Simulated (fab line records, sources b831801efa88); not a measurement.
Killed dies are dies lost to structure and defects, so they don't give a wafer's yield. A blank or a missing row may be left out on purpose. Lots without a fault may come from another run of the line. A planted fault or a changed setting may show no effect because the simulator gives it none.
A struck lot beside a sound one | flow sfq_line | 41 steps out of a route of 325
Sound: wafers L493.1, L493.2, L493.3. Struck: wafers L485.1, L485.2, L485.6. The cause comes at the end.
At each step with rows: each side's tool, then ch and its chambers, then its first start. Under that, the readings that differ: sound wafers | struck wafers | difference of the means | sigmas: that difference in standard deviations of wafers without a fault.
alike: readings whose means differ by less than 2 such deviations, and words and numbers that are the same on both sides. not compared: withheld readings, readings that some wafer has no value for, bounds like >300 that may hide the same value, and numbers for which the record gives no deviation and whose values overlap.
The two part at a step that has a row with sigmas, a row that says differs or no value, or rows on one side only. Numbers that don't overlap but have no deviation are shown without sigmas and don't part them. A reading that every wafer of one side lacks parts them only if that side has two wafers or more.

first, 6 steps without rows for these wafers: SFQ_TRILAYER_I0_VIA_LITHO_COAT_036 (resist thk 62 nm); SFQ_TRILAYER_I0_VIA_LITHO_COAT_031 (resist thk 650 nm); SFQ_TRILAYER_I0_VIA_LITHO_SOFTBAKE_035; SFQ_TRILAYER_I0_VIA_LITHO_EXPOSE_032 (exposes mask I0, target cd 500 nm); SFQ_TRILAYER_I0_VIA_LITHO_PEB_034 (peb time 60 s); SFQ_TRILAYER_I0_VIA_LITHO_DEVELOP_033 (time 60 s).
SFQ_I0_OVL_MEAS_908:
  sound on overlay-02, day 24 15:53; struck on overlay-01, day 20 01:29
  alike: I0_OVL
then, 5 steps without rows for these wafers: SFQ_TRILAYER_I0_VIA_BARC_OPEN_VIA_ETCH_046 (etches BARC in O2, target depth 125 nm, time 41.7 s); SFQ_TRILAYER_I0_VIA_ETCH_VIA_ETCH_034 (etches SiO2 in CHF3, stops on Nb, target depth 260 nm); SFQ_TRILAYER_I0_VIA_STRIP_STRIP_035 (strips in O2); SFQ_TRILAYER_I0_VIA_STRIP_SOLV_CLEAN_036 (cleans in NMP, time 600 s); SFQ_TRILAYER_M1_DEP_PRE_CLEAN_038 (time 22.5 s).
SFQ_TRILAYER_M1_DEP_SPUTTER_037: material Nb, target thk 200 nm, time 133.3 s.
  sound on pvd_sputter-06, day 24 16:53; struck on pvd_sputter-03, day 20 02:29
  reading                                             | sound             | struck            | difference | sigmas
  model.Nb_of_TRILAYER_M1_DEP_SPUTTER_037.thk_nm (nm) | 198.7 200.3 201.1 | 120.5 123.2 124.2 | -77.4      |
  alike: resputter_cathode_voltage_v, throttle_valve_pct
SFQ_M1_RS_MEAS_909: measures by four-point-probe.
  sound on film_metro-01, day 24 16:58; struck on film_metro-04, day 20 02:52
  reading           | sound             | struck            | difference | sigmas
  M1_NB_RS (ohm/sq) | 0.897 0.889 0.884 | 1.486 1.456 1.441 | +0.571     | +70
  not compared: hold
then, 5 steps without rows for these wafers: SFQ_TRILAYER_M1_LITHO_COAT_039 (resist thk 600 nm); SFQ_TRILAYER_M1_LITHO_SOFTBAKE_043; SFQ_TRILAYER_M1_LITHO_EXPOSE_040 (exposes mask M1, target cd 500 nm); SFQ_TRILAYER_M1_LITHO_PEB_042 (peb time 60 s); SFQ_TRILAYER_M1_LITHO_DEVELOP_041 (time 60 s).
-- the record jumps here: 7 days lie between the struck wafers' starts before and after --
SFQ_M1_OVL_MEAS_911:
  sound on overlay-02, day 27 05:52; struck on overlay-01, day 26 20:16
  alike: M1_OVL
SFQ_TRILAYER_M1_BARC_OPEN_METAL_ETCH_054: etches BARC in O2, target depth 125 nm, time 41.7 s.
  sound on rie_metal-03 ch 0,1, day 27 05:55; struck on rie_metal-03 ch 0,1, day 26 20:19
  alike: chamber_pressure_mTorr, drypump_motor_current_A, oes_product_au
  not compared: rf_hours_counter_h
SFQ_TRILAYER_M1_ETCH_METAL_ETCH_042: etches Nb in Cl2/Ar, stops on SiO2, target depth 240 nm, time 120 s.
  sound on rie_metal-03 ch 0,1, day 27 05:58; struck on rie_metal-03 ch 0,1, day 26 20:22
  reading               | sound             | struck            | difference | sigmas
  oes_product_au (a.u.) | 0.894 0.899 0.897 | 0.691 0.694 0.688 | -0.206     | -30
  alike: chamber_pressure_mTorr, drypump_motor_current_A
  not compared: rf_hours_counter_h
then, 3 steps without rows for these wafers: SFQ_TRILAYER_M1_STRIP_STRIP_043 (strips in O2); SFQ_TRILAYER_M1_STRIP_SOLV_CLEAN_044 (cleans in NMP, time 600 s); SFQ_TRILAYER_I1_DEP_PECVD_045 (deposits SiO2 from SiH4/N2O, time 111.11 s, target thk 500 nm).
SFQ_TRILAYER_I1_CMP_CMP_046: polishes SiO2.
  sound on cmp-02 ch 1,2,3, day 27 12:21; struck on cmp-02 ch 0,3, day 26 21:21
  alike: motor_current_A, time_to_endpoint_s
SFQ_I1_BOW_MEAS_912:
  sound on film_metro-04, day 27 15:21; struck on film_metro-04, day 27 00:21
  alike: I1_BOW
SFQ_TRILAYER_I1_METRO_MEASURE_047:
  sound on film_metro-04, day 27 15:28; struck on film_metro-04, day 27 00:28
  alike: thk_nm
then, 6 steps without rows for these wafers: SFQ_TRILAYER_I1_VIA_LITHO_COAT_054 (resist thk 62 nm); SFQ_TRILAYER_I1_VIA_LITHO_COAT_049 (resist thk 650 nm); SFQ_TRILAYER_I1_VIA_LITHO_SOFTBAKE_053; SFQ_TRILAYER_I1_VIA_LITHO_EXPOSE_050 (exposes mask I1, target cd 500 nm); SFQ_TRILAYER_I1_VIA_LITHO_PEB_052 (peb time 60 s); SFQ_TRILAYER_I1_VIA_LITHO_DEVELOP_051 (time 60 s).
-- the record jumps here: 6 days lie between the struck wafers' starts before and after --
SFQ_I1_OVL_MEAS_913:
  sound on overlay-02, day 33 04:44; struck on overlay-01, day 32 12:38
  alike: I1_OVL
SFQ_TRILAYER_I1_VIA_BARC_OPEN_VIA_ETCH_071: etches BARC in O2, target depth 125 nm, time 41.7 s.
  sound on rie_diel-03 ch 0,1,3, day 33 04:46; struck on rie_diel-01 ch 0,1,3, day 32 12:40
  alike: chamber_pressure_mTorr, drypump_motor_current_A, oes_product_au
  not compared: rf_hours_counter_h
then, 1 step without rows for these wafers: SFQ_TRILAYER_I1_VIA_ETCH_VIA_ETCH_052 (etches SiO2 in CHF3, stops on Nb, target depth 260 nm).
SFQ_TRILAYER_I1_VIA_STRIP_STRIP_053: strips in O2.
  sound on rie_metal-01 ch 0,1, day 33 04:55; struck on rie_metal-04 ch 0,1, day 32 12:49
  reading               | sound             | struck            | difference | sigmas
  oes_product_au (a.u.) | 0.990 0.994 0.990 | 1.000 1.011 1.009 | +0.015     | +2
  alike: chamber_pressure_mTorr, drypump_motor_current_A
  not compared: rf_hours_counter_h
then, 2 steps without rows for these wafers: SFQ_TRILAYER_I1_VIA_STRIP_SOLV_CLEAN_054 (cleans in NMP, time 600 s); SFQ_TRILAYER_M2_DEP_PRE_CLEAN_056 (time 22.5 s).
-- the record jumps here: 58 days lie between the struck wafers' starts before and after --
SFQ_M8_BOW_MEAS_951:
  sound on film_metro-03, day 93 00:43; struck on film_metro-03, day 90 10:11
  reading                 | sound               | struck            | difference | sigmas
  model.etest.m1.ohm_um   | 1.787 1.779 1.772   | 2.957 2.896 2.873 | +1.129     |
  model.etest.i0.link_ohm | 1.97 1.966 1.95     | 2.689 2.646 2.629 | +0.693     |
  model.etest.m1.ohm_sq   | 0.8962 0.889 0.8856 | 1.478 1.445 1.434 | +0.562     |
  model.etest.i1.link_ohm | 1.984 1.968 1.96    | 2.559 2.525 2.514 | +0.562     |
  alike: M8_BOW

WHERE THEY PART
First at SFQ_M1_RS_MEAS_909; last, within this record, at SFQ_TRILAYER_I1_VIA_STRIP_STRIP_053. Later steps at which nothing parts them and some readings are alike: SFQ_M8_BOW_MEAS_951.

WHY: what the simulator had put in
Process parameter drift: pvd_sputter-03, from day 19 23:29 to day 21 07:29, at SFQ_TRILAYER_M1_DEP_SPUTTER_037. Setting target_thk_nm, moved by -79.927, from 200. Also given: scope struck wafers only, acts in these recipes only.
